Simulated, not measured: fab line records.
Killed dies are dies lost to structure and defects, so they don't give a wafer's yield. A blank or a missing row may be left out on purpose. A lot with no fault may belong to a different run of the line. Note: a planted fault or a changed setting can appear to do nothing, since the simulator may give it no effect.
A struck lot beside a sound one | flow gf180mcu | 12 steps out of a route of 602
Sound: wafers L110.3, L110.4, L110.5. Wafers struck: L125.2, L125.4, L125.5. The cause is given at the end.
For every step that has rows: the tool of each side, followed by ch and its chambers, followed by its first start. Under that, the readings that differ: sound wafers | struck wafers | difference of the means | sigmas: that difference in standard deviations of wafers without a fault.
alike: words and numbers the same on both sides, and readings whose means are apart by under 2 such deviations; not compared: readings that were withheld, readings missing a value for some wafer, numbers with overlapping values and no deviation given by the record, and bounds like >300 which may hide the same value.
The two part at a step that has a row with sigmas, a row that says differs or no value, or rows on one side only. When numbers do not overlap yet have no deviation, they are printed without sigmas and do not part them. A reading that every wafer of one side lacks parts them only if that side has two wafers or more.

GF_STI_BOW_MEAS_00:
  sound: filmMetro-02 at day 1 10:02; struck: filmMetro-01 at day 4 13:01
  alike: INCOMING_BOW
then, 1 step without rows for these wafers: GF_STI_OXIDATION_01 (stabilise 600 s, purge 300 s, target thk 10 nm).
GF_STI_THK_MEAS_02:
  sound: filmMetro-03 at day 1 11:32; struck: filmMetro-03 at day 4 14:58
  alike: STI_OXIDATION_THK
then, 1 step without rows for these wafers: GF_STI_CVD_03 (deposits Si3N4 from DCS/NH3, target thk 207.16 nm, time 3551 s).
GF_STI_THK_MEAS_04:
  sound: filmMetro-01 at day 1 13:35; struck: filmMetro-01 at day 4 17:01
reading             | sound             | struck            | difference | sigmas
STI_CVD_03_THK (nm) | 209.7 210.2 210.1 | 203.7 206.2 204.9 | -5.1       | -3
then, 5 steps without rows for these wafers: GF_STI_DEHYDRATE_05 (time 60 s); GF_STI_HMDS_06 (prime time 60 s); GF_STI_COAT_07 (resist thk 700 nm); GF_STI_SOFTBAKE_08 (time 60 s); GF_STI_EXPOSE_09 (exposes mask COMP, target cd 220 nm).
GF_STI_PEB_10: peb time 90 s.
  struck on lithoTrack-04, day 5 06:13; sound on lithoTrack-04 ch 0, day 2 00:42
  no value came back on the struck wafers for chillPlateTempC (C), exhaustPa (Pa); on the sound wafers chillPlateTempC (C) reads 23.00 23.05 23.10
then, 1 step without rows for these wafers: GF_STI_DEVELOP_11 (develop time 60 s).

## WHERE THEY PART
First at GF_STI_THK_MEAS_04; last, within this record, at GF_STI_PEB_10.

WHY: what the simulator had put in
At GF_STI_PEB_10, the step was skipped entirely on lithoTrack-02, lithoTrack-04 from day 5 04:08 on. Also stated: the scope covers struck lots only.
